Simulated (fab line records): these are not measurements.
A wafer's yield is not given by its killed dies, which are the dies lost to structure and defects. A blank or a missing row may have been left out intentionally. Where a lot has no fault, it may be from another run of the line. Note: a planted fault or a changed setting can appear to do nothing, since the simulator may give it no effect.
Which tool is to blame? / flow sky130 / Sampling: 11 lots, 33 wafers, 7 of 708 route steps

## WHAT THE GAUGES READ, wafer by wafer
SKY_FIELD_ISO_THK_MEAS_23. Usual: FIELD_ISO_OXIDATION_01_THK 10.11 nm, standard deviation 0.19.
lot=L890; measured=day 2 12:06; on=filmMetro-03; FIELD_ISO_OXIDATION_01_THK (nm)=9.87 9.89 9.96; flag=
lot=L893; measured=day 3 05:14; on=filmMetro-03; FIELD_ISO_OXIDATION_01_THK (nm)=9.77 9.72 9.97; flag=
lot=L901; measured=day 4 20:49; on=filmMetro-03; FIELD_ISO_OXIDATION_01_THK (nm)=10.11 10.02 10.16; flag=
lot=L902; measured=day 5 04:49; on=filmMetro-03; FIELD_ISO_OXIDATION_01_THK (nm)=10.05 10.19 10.20; flag=
lot=L904; measured=day 5 13:27; on=filmMetro-02; FIELD_ISO_OXIDATION_01_THK (nm)=10.08 10.00 9.94; flag=
lot=L905; measured=day 5 17:23; on=filmMetro-02; FIELD_ISO_OXIDATION_01_THK (nm)=10.12 10.16 10.11; flag=
lot=L906; measured=day 6 00:03; on=filmMetro-03; FIELD_ISO_OXIDATION_01_THK (nm)=10.22 10.01 10.18; flag=
lot=L907; measured=day 6 05:34; on=filmMetro-01; FIELD_ISO_OXIDATION_01_THK (nm)=10.12 10.06 10.19; flag=
lot=L909; measured=day 6 16:29; on=filmMetro-03; FIELD_ISO_OXIDATION_01_THK (nm)=10.01 10.20 10.06; flag=
lot=L911; measured=day 7 02:09; on=filmMetro-03; FIELD_ISO_OXIDATION_01_THK (nm)=10.12 10.19 9.88; flag=
lot=L912; measured=day 7 06:37; on=filmMetro-02; FIELD_ISO_OXIDATION_01_THK (nm)=10.10 9.98 10.07; flag=

SKY_PWDE_TW_MEAS_10. Usual: PWDE_TW 377, standard deviation 3.7.
lot=L890; measured=day 4 01:28; on=filmMetro-01; PWDE_TW=376 375 375; flag=
lot=L893; measured=day 4 19:19; on=filmMetro-04; PWDE_TW=370 369 370; flag=
lot=L901; measured=day 6 14:49; on=filmMetro-02; PWDE_TW=380 381 381; flag=
lot=L902; measured=day 6 23:28; on=filmMetro-02; PWDE_TW=379 380 379; flag=
lot=L904; measured=day 7 08:40; on=filmMetro-01; PWDE_TW=376 376 374; flag=
lot=L905; measured=day 7 12:08; on=filmMetro-02; PWDE_TW=380 378 381; flag=
lot=L906; measured=day 7 18:28; on=filmMetro-02; PWDE_TW=380 380 381; flag=
lot=L907; measured=day 8 04:31; on=filmMetro-02; PWDE_TW=378 380 378; flag=
lot=L909; measured=day 8 14:26; on=filmMetro-02; PWDE_TW=378 378 378; flag=
lot=L911; measured=day 9 02:31; on=filmMetro-02; PWDE_TW=381 378 379; flag=
lot=L912; measured=day 9 20:36; on=filmMetro-04; PWDE_TW=372 373 370; flag=

SKY_VT_ADJUST_HVTP_CD_MEAS_07: the cd target is 380 nm. Usual: 379.7 nm for cdNm, sd 2.4.
lot=L890; measured=day 6 07:07; on=cdSem-01; cdNm (nm)=377.6 376.3 379.3; flag=
lot=L893; measured=day 7 02:50; on=cdSem-01; cdNm (nm)=- - -; flag=OFF
lot=L901; measured=day 9 04:38; on=cdSem-01; cdNm (nm)=377.6 376.7 378.7; flag=
lot=L902; measured=day 9 14:35; on=cdSem-02; cdNm (nm)=385.8 385.6 384.6; flag=
lot=L904; measured=day 9 22:17; on=cdSem-01; cdNm (nm)=381.8 382.4 384.6; flag=
lot=L905; measured=day 10 14:17; on=cdSem-01; cdNm (nm)=379.8 379.2 380.2; flag=
lot=L906; measured=day 10 16:28; on=cdSem-02; cdNm (nm)=377.0 378.2 378.5; flag=
lot=L907; measured=day 10 20:57; on=cdSem-01; cdNm (nm)=375.9 375.5 375.4; flag=
lot=L909; measured=day 11 15:03; on=cdSem-01; cdNm (nm)=383.1 382.0 380.3; flag=
lot=L911; measured=day 11 18:44; on=cdSem-01; cdNm (nm)=376.1 377.1 378.5; flag=
lot=L912; measured=day 12 13:16; on=cdSem-01; cdNm (nm)=380.7 383.8 381.4; flag=

SKY_VT_ADJUST_HVTP_TW_MEAS_11. Usual: VT_ADJUST_HVTP_TW 1355, standard deviation 14.
lot=L890; measured=day 6 07:31; on=filmMetro-02; VT_ADJUST_HVTP_TW=1368 1368 1358; flag=
lot=L893; measured=day 7 03:14; on=filmMetro-04; VT_ADJUST_HVTP_TW=30 30 30; flag=OFF
lot=L901; measured=day 9 05:02; on=filmMetro-02; VT_ADJUST_HVTP_TW=1373 1374 1369; flag=
lot=L902; measured=day 9 21:32; on=filmMetro-03; VT_ADJUST_HVTP_TW=1360 1352 1348; flag=
lot=L904; measured=day 9 23:47; on=filmMetro-04; VT_ADJUST_HVTP_TW=1329 1336 1340; flag=
lot=L905; measured=day 10 14:41; on=filmMetro-03; VT_ADJUST_HVTP_TW=1360 1358 1360; flag=
lot=L906; measured=day 10 16:52; on=filmMetro-04; VT_ADJUST_HVTP_TW=1335 1335 1334; flag=
lot=L907; measured=day 10 21:22; on=filmMetro-04; VT_ADJUST_HVTP_TW=1328 1334 1336; flag=
lot=L909; measured=day 11 15:27; on=filmMetro-03; VT_ADJUST_HVTP_TW=1359 1357 1360; flag=
lot=L911; measured=day 11 19:08; on=filmMetro-04; VT_ADJUST_HVTP_TW=1340 1335 1333; flag=
lot=L912; measured=day 12 13:40; on=filmMetro-03; VT_ADJUST_HVTP_TW=1367 1369 1365; flag=

SKY_VT_ADJUST_LVTN_TW_MEAS_10. Usual: VT_ADJUST_LVTN_TW 240.1, standard deviation 1.9.
lot=L890; measured=day 7 03:03; on=filmMetro-01; VT_ADJUST_LVTN_TW=241.4 240.6 240.3; flag=
lot=L893; measured=day 7 23:25; on=filmMetro-03; VT_ADJUST_LVTN_TW=1353.1 1358.7 1356.5; flag=OFF
lot=L901; measured=day 9 23:49; on=filmMetro-01; VT_ADJUST_LVTN_TW=242.9 240.5 240.6; flag=
lot=L902; measured=day 10 15:31; on=filmMetro-04; VT_ADJUST_LVTN_TW=238.4 237.0 236.7; flag=
lot=L904; measured=day 10 21:31; on=filmMetro-03; VT_ADJUST_LVTN_TW=242.8 242.1 243.0; flag=
lot=L905; measured=day 11 13:32; on=filmMetro-04; VT_ADJUST_LVTN_TW=236.4 235.6 236.7; flag=
lot=L906; measured=day 11 15:53; on=filmMetro-01; VT_ADJUST_LVTN_TW=239.0 239.6 237.8; flag=
lot=L907; measured=day 11 20:54; on=filmMetro-01; VT_ADJUST_LVTN_TW=237.9 239.4 238.0; flag=
lot=L909; measured=day 12 15:11; on=filmMetro-03; VT_ADJUST_LVTN_TW=243.1 243.5 242.8; flag=
lot=L911; measured=day 12 18:49; on=filmMetro-03; VT_ADJUST_LVTN_TW=241.9 243.4 242.0; flag=
lot=L912; measured=day 13 15:01; on=filmMetro-01; VT_ADJUST_LVTN_TW=238.3 238.3 238.0; flag=

## EACH LOT AND THE TOOL THAT RAN IT (in order: tool; ch and the chambers of the sampled wafers; start)
lot=L890; SKY_NWELL_RTA_28=rtpAnneal-02 ch 0, day 5 12:56; SKY_VT_ADJUST_HVTP_EXPOSE_04=ilineStepper-02 ch 0, day 5 21:57
lot=L893; SKY_NWELL_RTA_28=rtpAnneal-02 ch 0, day 6 07:50; SKY_VT_ADJUST_HVTP_EXPOSE_04=ilineStepper-02 ch 0, day 6 17:31
lot=L901; SKY_NWELL_RTA_28=rtpAnneal-02 ch 0, day 8 06:55; SKY_VT_ADJUST_HVTP_EXPOSE_04=ilineStepper-02 ch 0, day 8 18:01
lot=L902; SKY_NWELL_RTA_28=rtpAnneal-02 ch 0, day 8 17:02; SKY_VT_ADJUST_HVTP_EXPOSE_04=ilineStepper-02 ch 0, day 9 04:34
lot=L904; SKY_NWELL_RTA_28=rtpAnneal-02 ch 0, day 9 04:20; SKY_VT_ADJUST_HVTP_EXPOSE_04=ilineStepper-01 ch 0, day 9 15:58
lot=L905; SKY_NWELL_RTA_28=rtpAnneal-01 ch 0, day 9 20:41; SKY_VT_ADJUST_HVTP_EXPOSE_04=ilineStepper-02 ch 0, day 10 01:52
lot=L906; SKY_NWELL_RTA_28=rtpAnneal-01 ch 0, day 9 21:40; SKY_VT_ADJUST_HVTP_EXPOSE_04=ilineStepper-01 ch 0, day 10 04:28
lot=L907; SKY_NWELL_RTA_28=rtpAnneal-01 ch 0, day 9 23:20; SKY_VT_ADJUST_HVTP_EXPOSE_04=ilineStepper-02 ch 0, day 10 09:34
lot=L909; SKY_NWELL_RTA_28=rtpAnneal-02 ch 0, day 10 15:38; SKY_VT_ADJUST_HVTP_EXPOSE_04=ilineStepper-02 ch 0, day 11 02:08
lot=L911; SKY_NWELL_RTA_28=rtpAnneal-01 ch 0, day 10 19:17; SKY_VT_ADJUST_HVTP_EXPOSE_04=ilineStepper-01 ch 0, day 11 06:27
lot=L912; SKY_NWELL_RTA_28=rtpAnneal-01 ch 0, day 11 13:31; SKY_VT_ADJUST_HVTP_EXPOSE_04=ilineStepper-01 ch 0, day 12 00:41
- SKY_NWELL_RTA_28: time 30 s.
- SKY_VT_ADJUST_HVTP_EXPOSE_04: exposes mask HVTPM, target cd 380 nm.

## WHAT THE TOOLS THEMSELVES READ (means of the sampled wafers that have a number; where no wafer has one, the mark that the record gives instead)
SKY_NWELL_RTA_28. Usual: lampPowerPct 25.31 %, standard deviation 0.053; rampUpCPerS 150.00, standard deviation 0.029; wafer_temp_C_max 1054.9, standard deviation 1.
lot=L890; tool=rtpAnneal-02; lampPowerPct (%)=25.30; rampUpCPerS=150.02; wafer_temp_C_max=1054.9; flag=
lot=L893; tool=rtpAnneal-02; lampPowerPct (%)=25.35; rampUpCPerS=150.00; wafer_temp_C_max=1055.5; flag=
lot=L901; tool=rtpAnneal-02; lampPowerPct (%)=25.36; rampUpCPerS=150.00; wafer_temp_C_max=1054.3; flag=
lot=L902; tool=rtpAnneal-02; lampPowerPct (%)=25.33; rampUpCPerS=150.02; wafer_temp_C_max=1054.7; flag=
lot=L904; tool=rtpAnneal-02; lampPowerPct (%)=25.30; rampUpCPerS=150.02; wafer_temp_C_max=1054.7; flag=
lot=L905; tool=rtpAnneal-01; lampPowerPct (%)=25.30; rampUpCPerS=150.02; wafer_temp_C_max=1054.5; flag=
lot=L906; tool=rtpAnneal-01; lampPowerPct (%)=25.28; rampUpCPerS=150.02; wafer_temp_C_max=1055.0; flag=
lot=L907; tool=rtpAnneal-01; lampPowerPct (%)=25.30; rampUpCPerS=150.00; wafer_temp_C_max=1054.2; flag=
lot=L909; tool=rtpAnneal-02; lampPowerPct (%)=25.29; rampUpCPerS=150.00; wafer_temp_C_max=1054.2; flag=
lot=L911; tool=rtpAnneal-01; lampPowerPct (%)=25.33; rampUpCPerS=150.00; wafer_temp_C_max=1055.3; flag=
lot=L912; tool=rtpAnneal-01; lampPowerPct (%)=25.29; rampUpCPerS=149.98; wafer_temp_C_max=1055.0; flag=

SKY_VT_ADJUST_HVTP_EXPOSE_04. Usual: 139.96 for exposureDoseMJCm2, sd 0.14.
lot=L890 tool=ilineStepper-02 exposureDoseMJCm2=140.07 flag=
lot=L893 tool=ilineStepper-02 exposureDoseMJCm2=139.96 flag=
lot=L901 tool=ilineStepper-02 exposureDoseMJCm2=139.91 flag=
lot=L902 tool=ilineStepper-02 exposureDoseMJCm2=140.06 flag=
lot=L904 tool=ilineStepper-01 exposureDoseMJCm2=139.98 flag=
lot=L905 tool=ilineStepper-02 exposureDoseMJCm2=139.95 flag=
lot=L906 tool=ilineStepper-01 exposureDoseMJCm2=140.05 flag=
lot=L907 tool=ilineStepper-02 exposureDoseMJCm2=139.83 flag=
lot=L909 tool=ilineStepper-02 exposureDoseMJCm2=140.04 flag=
lot=L911 tool=ilineStepper-01 exposureDoseMJCm2=139.94 flag=
lot=L912 tool=ilineStepper-01 exposureDoseMJCm2=139.90 flag=

## THE ANSWER, worked out from the rows above alone
Rule: a lot counts as off when the mean over its wafers that have a number is more than 3 standard deviations away from the usual mean. A lot without any number at a reading at which 4 lots or more have one is off too. All remaining lots with rows at the step are treated as sound. After the gauges, taken in route order, come the tools' own readings; for these a lot's mean is taken, as printed above. At the first step where some lot is off, the reading lying furthest off is the one used; lots without a number count as furthest.
Off: L893 (SKY_VT_ADJUST_HVTP_CD_MEAS_07, cdNm). Without a number there: L893.
A tool fits if, at a process step before that reading, it ran every lot that is off, and no sound lot after the first of them. Not tried: the gauges at SKY_VT_ADJUST_HVTP_CD_MEAS_07; whatever is off there is also off at SKY_VT_ADJUST_HVTP_TW_MEAS_11, on other tools, and gauge error can't account for it. No candidate that was tried fits.

## WHAT THE SIMULATOR PUT IN
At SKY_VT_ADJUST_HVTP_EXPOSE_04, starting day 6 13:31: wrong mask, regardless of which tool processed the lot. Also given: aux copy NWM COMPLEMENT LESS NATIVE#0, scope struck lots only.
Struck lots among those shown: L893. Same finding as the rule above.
